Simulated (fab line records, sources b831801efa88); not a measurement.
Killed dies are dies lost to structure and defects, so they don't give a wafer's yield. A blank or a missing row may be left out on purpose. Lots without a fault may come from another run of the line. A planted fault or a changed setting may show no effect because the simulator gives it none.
fab line records | flow gf180mcu
record lots=12 wafers=36 last_day=34
route steps=602 shown HV_LDD@228 PSD@261 NSD@262 SALICIDE@284 CONTACT@288
lots that met no fault: from a run of the same line without faults
start_h: hours from the record's first day to the start of the lot's first wafer shown | wait_h: hours since the lot's step before | " the same as in the row above | L1.1+2: a row that stands for several wafers | - no value, or no start given | * or withheld: withheld | < > ~ a bound
route shown NAME@n: a module of which the file shows steps, and the number in the route of the first | usual: mean/standard deviation of fault-free wafers | same: alike in all rows | chamber/n: place in a boat | sites: the reading at each site | _std_site: their standard deviation | _edge_site: outer sites' mean less inner sites' | radius_mm: how far each site lies from the wafer's centre | mask NAME#n: copy n | behind: the tool/chamber that last shaped the wafer | hold: why the lot was held/for how many hours/how that ended | device: the transistor (n, p or np) that didn't switch | end of line: the same wafers' tests at the end of the route | a step without rows: its recipe alone | killed: dies lost to structure and defects at the first sort, not the wafer's yield | map: a wafer's dies, x killed, . not, _ none there
set.NAME: the setting as run; set.NAME@STEP: as run at that earlier step | model.NAME: the simulator's own value behind a step, which no gauge read
steps of the route over a sample of lots; a table a step, a row a wafer
services: from which hour (start_h, from the record's first day; less than 0 if before it) a tool's chamber was out of use, for how many hours, and why
## steps
# step GF_HV_LDD_RTA_52
# recipe temp_c=1000 time_s=10 ambient=N2
# usual anneal_temp_c_max=1004.4/1.1 lamp_power_pct=30.07/0.032 wafer_temp_C_max=1006.6/1.9
# columns lot.wafer tool chamber start_h wait_h anneal_temp_c_max lamp_power_pct wafer_temp_C_max
L840.2 rtp_anneal-01 0 270.83 0.0 1003.9 30.03 1004.9
L840.4 " 0 " " 1004.8 30.07 1003.4
L840.6 " 0 " " 1005.1 30.05 1004.4
L841.1 rtp_anneal-02 0 279.16 0.0 1004.5 30.11 1008.3
L841.2 " 0 " " 1004.9 30.08 1007.3
L841.5 " 0 " " 1004.0 30.10 1008.3
L842.2 rtp_anneal-02 0 288.63 0.0 1003.7 30.10 1007.2
L842.5 " 0 " " 1004.2 30.07 1008.8
L842.6 " 0 " " 1003.8 30.08 1006.1
L843.2 rtp_anneal-02 0 294.28 0.0 1004.3 30.10 1007.7
L843.3 " 0 " " 1004.9 30.11 1007.3
L843.6 " 0 " " 1003.1 30.09 1006.9
L844.1 rtp_anneal-01 0 301.17 0.0 1004.9 30.03 1004.4
L844.2 " 0 " " 1006.3 30.03 1005.8
L844.5 " 0 " " 1003.8 30.04 1004.0
L845.2 rtp_anneal-02 0 310.34 0.0 1003.2 30.08 1007.7
L845.5 " 0 " " 1004.0 30.09 1006.5
L845.6 " 0 " " 1003.3 30.08 1009.3
L851.3 rtp_anneal-02 0 357.53 0.0 1002.9 30.07 1007.6
L851.5 " 0 " " 1002.6 30.08 1009.5
L851.6 " 0 " " 1004.1 30.09 1008.1
L852.1 rtp_anneal-01 0 366.67 0.0 1006.6 30.02 1006.3
L852.3 " 0 " " 1006.6 30.09 1003.5
L852.4 " 0 " " 1005.4 30.05 1003.4
L853.3 rtp_anneal-02 0 379.65 0.0 1003.2 30.06 1009.6
L853.4 " 0 " " 1003.3 30.09 1006.2
L853.5 " 0 " " 1003.4 30.10 1008.4
L859.1 rtp_anneal-02 0 426.60 0.0 1002.9 30.07 1008.3
L859.4 " 0 " " 1002.6 30.07 1006.8
L859.5 " 0 " " 1004.8 30.09 1008.1
L862.3 rtp_anneal-02 0 451.09 0.0 1003.3 30.08 1009.0
L862.4 " 0 " " 1003.9 30.11 1009.1
L862.5 " 0 " " 1002.1 30.06 1007.0
L863.1 rtp_anneal-01 0 464.62 0.0 1004.4 30.05 1004.9
L863.2 " 0 " " 1004.4 30.03 1003.6
L863.4 " 0 " " 1004.3 30.02 1005.4
# step GF_PSD_RTA_13
# recipe temp_c=1025 time_s=20 ambient=N2
# usual lamp_power_pct=31.20/0.035 wafer_temp_C_max=1031.2/2.2
# columns lot.wafer tool chamber start_h wait_h lamp_power_pct wafer_temp_C_max
L840.2 rtp_anneal-01 0 314.49 0.0 31.18 1031.2
L840.4 " 0 " " 31.13 1031.5
L840.6 " 0 " " 31.20 1029.3
L841.1 rtp_anneal-02 0 322.97 0.0 31.17 1031.6
L841.2 " 0 " " 31.18 1033.7
L841.5 " 0 " " 31.19 1033.8
L842.2 rtp_anneal-01 0 333.29 0.0 31.13 1028.8
L842.5 " 0 " " 31.14 1030.4
L842.6 " 0 " " 31.21 1028.6
L843.2 rtp_anneal-02 0 341.24 0.0 31.17 1032.4
L843.3 " 0 " " 31.22 1034.5
L843.6 " 0 " " 31.19 1031.0
L844.1 rtp_anneal-02 0 347.87 0.0 31.22 1033.4
L844.2 " 0 " " 31.25 1031.4
L844.5 " 0 " " 31.29 1033.3
L845.2 rtp_anneal-01 0 357.64 0.0 31.17 1030.2
L845.5 " 0 " " 31.16 1028.6
L845.6 " 0 " " 31.21 1028.9
L851.3 rtp_anneal-02 0 408.55 0.0 31.22 1035.3
L851.5 " 0 " " 31.22 1031.8
L851.6 " 0 " " 31.21 1030.6
L852.1 rtp_anneal-02 0 417.47 0.0 34.18 1070.1
L852.3 " 0 " " 34.11 1070.0
L852.4 " 0 " " 34.18 1069.3
L853.3 rtp_anneal-02 0 430.49 0.0 34.13 1066.7
L853.4 " 0 " " 34.15 1069.0
L853.5 " 0 " " 34.18 1068.9
L859.1 rtp_anneal-01 0 478.52 0.0 31.18 1031.5
L859.4 " 0 " " 31.17 1029.2
L859.5 " 0 " " 31.20 1029.8
L862.3 rtp_anneal-01 0 502.19 0.0 31.14 1032.0
L862.4 " 0 " " 31.19 1029.9
L862.5 " 0 " " 31.21 1030.0
L863.1 rtp_anneal-02 0 514.57 0.0 31.25 1034.8
L863.2 " 0 " " 31.18 1033.5
L863.4 " 0 " " 31.21 1034.5
# step GF_PSD_RS_MEAS_14
# recipe thk_meas_gauge=four-point-probe
# usual NSD_RS=46.10/0.085
# columns lot.wafer tool chamber start_h wait_h NSD_RS[ohm/sq]
L840.2 film_metro-03 - 314.58 0.1 46.12
L840.4 " - " " 46.02
L840.6 " - " " 46.02
L841.1 film_metro-02 - 323.06 0.1 45.99
L841.2 " - " " 45.97
L841.5 " - " " 46.10
L842.2 film_metro-04 - 333.38 0.1 46.15
L842.5 " - " " 46.06
L842.6 " - " " 46.10
L843.2 film_metro-04 - 341.32 0.1 46.18
L843.3 " - " " 46.12
L843.6 " - " " 46.25
L844.1 film_metro-04 - 347.95 0.1 46.06
L844.2 " - " " 46.12
L844.5 " - " " 46.13
L845.2 film_metro-02 - 357.73 0.1 46.00
L845.5 " - " " 46.07
L845.6 " - " " 46.05
L851.3 film_metro-03 - 408.64 0.1 45.94
L851.5 " - " " 46.11
L851.6 " - " " 45.92
L852.1 film_metro-04 - 417.56 0.1 41.09
L852.3 " - " " 41.09
L852.4 " - " " 41.02
L853.3 film_metro-03 - 430.59 0.1 41.14
L853.4 " - " " 40.99
L853.5 " - " " 40.92
L859.1 film_metro-03 - 478.61 0.1 46.09
L859.4 " - " " 46.14
L859.5 " - " " 46.12
L862.3 film_metro-02 - 502.29 0.1 46.08
L862.4 " - " " 46.18
L862.5 " - " " 46.12
L863.1 film_metro-02 - 514.66 0.1 46.19
L863.2 " - " " 46.20
L863.4 " - " " 46.22
# step GF_PSD_RS_MEAS_15
# recipe thk_meas_gauge=four-point-probe
# usual PSD_RS=108.53/0.27
# columns lot.wafer tool chamber start_h wait_h PSD_RS[ohm/sq]
L840.2 film_metro-03 - 314.70 0.1 108.45
L840.4 " - " " 108.69
L840.6 " - " " 108.40
L841.1 film_metro-02 - 323.18 0.1 108.23
L841.2 " - " " 108.21
L841.5 " - " " 108.32
L842.2 film_metro-04 - 333.50 0.1 108.96
L842.5 " - " " 108.63
L842.6 " - " " 108.50
L843.2 film_metro-04 - 341.44 0.1 108.55
L843.3 " - " " 108.25
L843.6 " - " " 108.35
L844.1 film_metro-04 - 348.07 0.1 108.71
L844.2 " - " " 108.33
L844.5 " - " " 108.40
L845.2 film_metro-02 - 357.85 0.1 108.45
L845.5 " - " " 108.93
L845.6 " - " " 108.63
L851.3 film_metro-03 - 408.76 0.1 107.56
L851.5 " - " " 108.14
L851.6 " - " " 107.81
L852.1 film_metro-04 - 417.68 0.1 94.48
L852.3 " - " " 94.51
L852.4 " - " " 94.01
L853.3 film_metro-03 - 430.71 0.1 94.32
L853.4 " - " " 94.29
L853.5 " - " " 94.26
L859.1 film_metro-03 - 478.73 0.1 108.96
L859.4 " - " " 108.37
L859.5 " - " " 108.27
L862.3 film_metro-02 - 502.41 0.1 108.88
L862.4 " - " " 108.79
L862.5 " - " " 108.05
L863.1 film_metro-02 - 514.78 0.1 108.73
L863.2 " - " " 108.67
L863.4 " - " " 108.64
# step GF_SALICIDE_RTA_06
# recipe temp_c=530 time_s=30 ambient=N2
# usual anneal_temp_c_max=532.3/0.64 lamp_power_pct=5.662/0.0067 wafer_temp_C_max=533.3/1.1
# columns lot.wafer tool chamber start_h wait_h anneal_temp_c_max lamp_power_pct wafer_temp_C_max
L840.2 rtp_anneal-02 0 337.20 0.1 531.3 5.671 533.2
L840.4 " 0 " " 531.7 5.676 533.2
L840.6 " 0 " " 532.2 5.656 534.3
L841.1 rtp_anneal-01 0 344.21 0.1 533.1 5.662 532.3
L841.2 " 0 " " 533.1 5.658 531.0
L841.5 " 0 " " 532.5 5.658 532.6
L842.2 rtp_anneal-02 0 356.79 0.1 532.1 5.658 533.3
L842.5 " 0 " " 531.9 5.663 534.6
L842.6 " 0 " " 531.9 5.671 534.2
L843.2 rtp_anneal-01 0 364.16 0.1 532.9 5.654 531.4
L843.3 " 0 " " 532.3 5.654 532.7
L843.6 " 0 " " 533.2 5.663 531.2
L844.1 rtp_anneal-02 0 371.20 0.1 532.3 5.675 534.3
L844.2 " 0 " " 532.3 5.668 534.6
L844.5 " 0 " " 532.3 5.670 533.0
L845.2 rtp_anneal-01 0 381.54 0.1 532.9 5.654 532.4
L845.5 " 0 " " 532.9 5.664 532.5
L845.6 " 0 " " 532.5 5.661 532.8
L851.3 rtp_anneal-01 0 433.16 0.1 533.3 5.649 532.8
L851.5 " 0 " " 532.7 5.656 533.0
L851.6 " 0 " " 532.3 5.651 532.5
L852.1 rtp_anneal-02 0 442.72 0.1 532.1 5.665 534.5
L852.3 " 0 " " 531.5 5.672 535.0
L852.4 " 0 " " 531.9 5.670 533.9
L853.3 rtp_anneal-02 0 455.75 0.1 532.3 5.671 533.8
L853.4 " 0 " " 532.1 5.667 534.5
L853.5 " 0 " " 532.7 5.663 533.4
L859.1 rtp_anneal-02 0 502.73 0.1 531.8 5.670 533.9
L859.4 " 0 " " 531.9 5.675 534.0
L859.5 " 0 " " 531.7 5.666 534.6
L862.3 rtp_anneal-01 0 525.63 0.1 532.8 5.654 532.7
L862.4 " 0 " " 532.7 5.655 532.4
L862.5 " 0 " " 533.4 5.654 533.1
L863.1 rtp_anneal-01 0 538.23 0.1 532.1 5.655 531.6
L863.2 " 0 " " 532.9 5.660 532.6
L863.4 " 0 " " 533.5 5.657 531.6
# step GF_CONTACT_THK_MEAS_01
# recipe reads=SiO2_of_CONTACT_CVD_00
# usual CONTACT_CVD_00_THK=299/4
# columns lot.wafer tool chamber start_h wait_h CONTACT_CVD_00_THK[nm]
L840.2 film_metro-04 - 337.53 0.0 295
L840.4 " - " " 297
L840.6 " - " " 302
L841.1 film_metro-01 - 344.55 0.0 302
L841.2 " - " " 300
L841.5 " - " " 302
L842.2 film_metro-01 - 357.12 0.0 294
L842.5 " - " " 300
L842.6 " - " " 298
L843.2 film_metro-01 - 364.49 0.0 303
L843.3 " - " " 300
L843.6 " - " " 300
L844.1 film_metro-01 - 371.63 0.0 296
L844.2 " - " " 296
L844.5 " - " " 302
L845.2 film_metro-04 - 381.88 0.0 302
L845.5 " - " " 295
L845.6 " - " " 306
L851.3 film_metro-04 - 433.50 0.0 299
L851.5 " - " " 292
L851.6 " - " " 302
L852.1 film_metro-01 - 443.05 0.0 305
L852.3 " - " " 294
L852.4 " - " " 295
L853.3 film_metro-01 - 456.08 0.0 304
L853.4 " - " " 293
L853.5 " - " " 303
L859.1 film_metro-04 - 503.15 0.0 298
L859.4 " - " " 297
L859.5 " - " " 301
L862.3 film_metro-04 - 525.96 0.0 293
L862.4 " - " " 301
L862.5 " - " " 303
L863.1 film_metro-01 - 538.57 0.0 301
L863.2 " - " " 295
L863.4 " - " " 301
## services
# columns tool chamber start_h hours kind
rtp_anneal-02 - 266.14 9.7 pm
## key
first_sign step=GF_PSD_RTA_13 reading=lamp_power_pct direction=up sigmas=84 usual=31.20 struck=34.16
effect step=GF_PSD_RTA_13 reading=wafer_temp_C_max direction=up sigmas=17 usual=* struck=*
effect step=GF_PSD_RS_MEAS_14 reading=NSD_RS direction=down sigmas=59 usual=46.10 struck=41.04
effect step=GF_PSD_RS_MEAS_15 reading=PSD_RS direction=down sigmas=52 usual=108.53 struck=94.31
met_at GF_PSD_RTA_13
struck_lots L852,L853
tester_left_out L852,L853
not_acting_at GF_HV_LDD_RTA_52,GF_SALICIDE_RTA_06,GF_CONTACT_THK_MEAS_01
onset_between 408.55 417.47
fault kind=process_parameter_drift tool=rtp_anneal-02 chamber=- onset_h=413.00 steps=GF_PSD_RTA_13 channel=temp_c offset=* shape=step end_h=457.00 acts_in=* stated=*
# tester_left_out: of these lots the tester's yield and bins aren't shown, on N5 and GAA mostly nor the transistor test; their killed dies are dies lost to structure and defects alone, not to doping, threshold or leakage, so they don't give the yield
